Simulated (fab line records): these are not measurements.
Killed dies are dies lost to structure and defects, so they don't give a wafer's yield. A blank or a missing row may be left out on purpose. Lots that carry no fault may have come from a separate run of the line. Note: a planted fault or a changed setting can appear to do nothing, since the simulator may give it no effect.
Which tool was responsible? | flow gf180mcu | Sampling: 12 lots, 36 wafers, 4 of 602 route steps

WHAT THE GAUGES READ, wafer by wafer
GF_CONTACT_THK_MEAS_01.
lot  | measured     | on            | CONTACT_CVD_00_THK (nm)
L420 | day 14 20:46 | film-metro-03 | 301 307 304
L421 | day 15 06:40 | film-metro-02 | 303 301 305
L422 | day 15 23:28 | film-metro-01 | 304 306 303
L426 | day 17 11:46 | film-metro-01 | 295 300 297
L434 | day 20 05:12 | film-metro-02 | 294 144 296
L435 | day 20 15:17 | film-metro-03 | 305 147 149
L436 | day 21 02:21 | film-metro-02 | 309 308 305
L437 | day 21 08:01 | film-metro-01 | 304 305 303
L439 | day 21 22:47 | film-metro-01 | 305 303 306
L440 | day 22 12:38 | film-metro-03 | 295 297 298
L442 | day 22 22:52 | film-metro-03 | 304 300 303
L443 | day 23 01:53 | film-metro-02 | 306 307 306

GF_CONTACT_THK_MEAS_03.
lot  | measured     | on            | CONTACT_CVD_02_THK (nm)
L420 | day 14 20:53 | film-metro-02 | 852 863 867
L421 | day 15 06:48 | film-metro-03 | 864 864 877
L422 | day 15 23:36 | film-metro-03 | 855 848 861
L426 | day 17 11:53 | film-metro-01 | 856 868 862
L434 | day 20 05:20 | film-metro-03 | 845 853 874
L435 | day 20 15:25 | film-metro-01 | 838 838 857
L436 | day 21 02:29 | film-metro-01 | 850 851 860
L437 | day 21 08:08 | film-metro-01 | 851 855 857
L439 | day 21 22:55 | film-metro-02 | 841 833 853
L440 | day 22 12:47 | film-metro-01 | 844 867 880
L442 | day 22 23:00 | film-metro-02 | 835 862 852
L443 | day 23 02:03 | film-metro-01 | 853 873 867

EACH LOT AND THE TOOL THAT RAN IT (in order: tool; ch and the chambers of the sampled wafers; start)
lot  | GF_CONTACT_CVD_00                | GF_CONTACT_CVD_02
L420 | hdpcvd-02 ch 0,1,2, day 14 20:42 | pecvd-02 ch 0,1,2, day 14 20:49
L421 | hdpcvd-02 ch 1,2, day 15 06:37   | pecvd-01 ch 0,1,2, day 15 06:44
L422 | hdpcvd-02 ch 0,2, day 15 23:25   | pecvd-02 ch 1,2, day 15 23:31
L426 | hdpcvd-01 ch 0,2, day 17 11:43   | pecvd-02 ch 0,1, day 17 11:49
L434 | hdpcvd-01 ch 0,2, day 20 05:09   | pecvd-04 ch 0,1,2, day 20 05:16
L435 | hdpcvd-01 ch 0,1, day 20 15:14   | pecvd-02 ch 0,2, day 20 15:20
L436 | hdpcvd-02 ch 0,1, day 21 02:17   | pecvd-02 ch 0,2, day 21 02:23
L437 | hdpcvd-02 ch 0,1,2, day 21 07:58 | pecvd-04 ch 0,2, day 21 08:04
L439 | hdpcvd-02 ch 0,1,2, day 21 22:45 | pecvd-04 ch 0,2, day 21 22:51
L440 | hdpcvd-02 ch 0,1,2, day 22 12:35 | pecvd-04 ch 1,2, day 22 12:41
L442 | hdpcvd-02 ch 1,2, day 22 22:50   | pecvd-04 ch 0,2, day 22 22:56
L443 | hdpcvd-02 ch 0,1,2, day 23 01:50 | pecvd-02 ch 0,2, day 23 01:56
- GF_CONTACT_CVD_00: deposits SiO2, target thk 300 nm, time 50 s.
- GF_CONTACT_CVD_02: deposits SiO2 from TEOS, target thk 860 nm, time 95.992 s.

WHAT THE TOOLS THEMSELVES READ (means of the sampled wafers that have a number; where no wafer has one, the mark that the record gives instead)
GF_CONTACT_CVD_00.
lot  | tool      | sih4-flow-sccm (sccm)
L420 | hdpcvd-02 | 60.04
L421 | hdpcvd-02 | 60.29
L422 | hdpcvd-02 | 59.96
L426 | hdpcvd-01 | 60.08
L434 | hdpcvd-01 | 49.98
L435 | hdpcvd-01 | 40.07
L436 | hdpcvd-02 | 59.77
L437 | hdpcvd-02 | 59.99
L439 | hdpcvd-02 | 59.92
L440 | hdpcvd-02 | 59.85
L442 | hdpcvd-02 | 59.93
L443 | hdpcvd-02 | 60.05

GF_CONTACT_CVD_02.
lot  | tool     | heater-power-w (W) | rf-fwd-power-W (W)
L420 | pecvd-02 | 738                | 595.9
L421 | pecvd-01 | 692                | 596.4
L422 | pecvd-02 | 650                | 594.4
L426 | pecvd-02 | 727                | 595.5
L434 | pecvd-04 | 749                | 597.4
L435 | pecvd-02 | 656                | 596.4
L436 | pecvd-02 | 678                | 596.2
L437 | pecvd-04 | 705                | 598.6
L439 | pecvd-04 | 838                | 597.0
L440 | pecvd-04 | 572                | 598.5
L442 | pecvd-04 | 822                | 593.8
L443 | pecvd-02 | 775                | 596.2

THE ANSWER, worked out from the rows above alone
Rule: what is usual is taken from the lots themselves. Put in order of their means at a reading, lots are off if they are a third of the lots or fewer, leave a main group of 4 or more, and stand apart from it by a gap of 3 or more times the standard deviation of the main group's means; of several such gaps the widest counts. A main group is skipped when, at the precision printed for the reading in the tables above, its means are all equal. Also off: a lot with no number at a reading for which 4 or more lots have one. All remaining lots with rows at the step are treated as sound. First the gauges in route order, then the tools' own readings, where a lot's mean is used as printed above. The first step at which some lot is off is used, and at that step the reading that is off furthest; a lot without a number counts as furthest.
Off: L434, L435, at GF_CONTACT_THK_MEAS_01 (CONTACT_CVD_00_THK). Mean 303 nm and standard deviation 3.3 in the main group.
If a tool, at a process step before that reading, ran all the lots that are off and no sound lot after the first of them, it fits. Not tried: the gauges at GF_CONTACT_THK_MEAS_01; whatever is off there is also off at GF_CONTACT_CVD_00, on other tools, and gauge error can't account for it. One fits: hdpcvd-01 at GF_CONTACT_CVD_00. A fault onset in the window from L426 (day 17 11:43, its last sound lot) to L434 (day 20 05:09, its first lot off) fits.
On the lots that are off, the tool's own readings at GF_CONTACT_CVD_00 differ by more than 5 times the standard deviation of the sound lots' means, which bears it out; sih4-flow-sccm reads 45.02 sccm there versus 59.99 sccm on the sound lots.

WHAT HAD BEEN PUT IN BY THE SIMULATOR
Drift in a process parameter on hdpcvd-01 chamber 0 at GF_CONTACT_CVD_00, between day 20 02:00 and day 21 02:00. Setting sih4-flow-sccm shifted by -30 from 60. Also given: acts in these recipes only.
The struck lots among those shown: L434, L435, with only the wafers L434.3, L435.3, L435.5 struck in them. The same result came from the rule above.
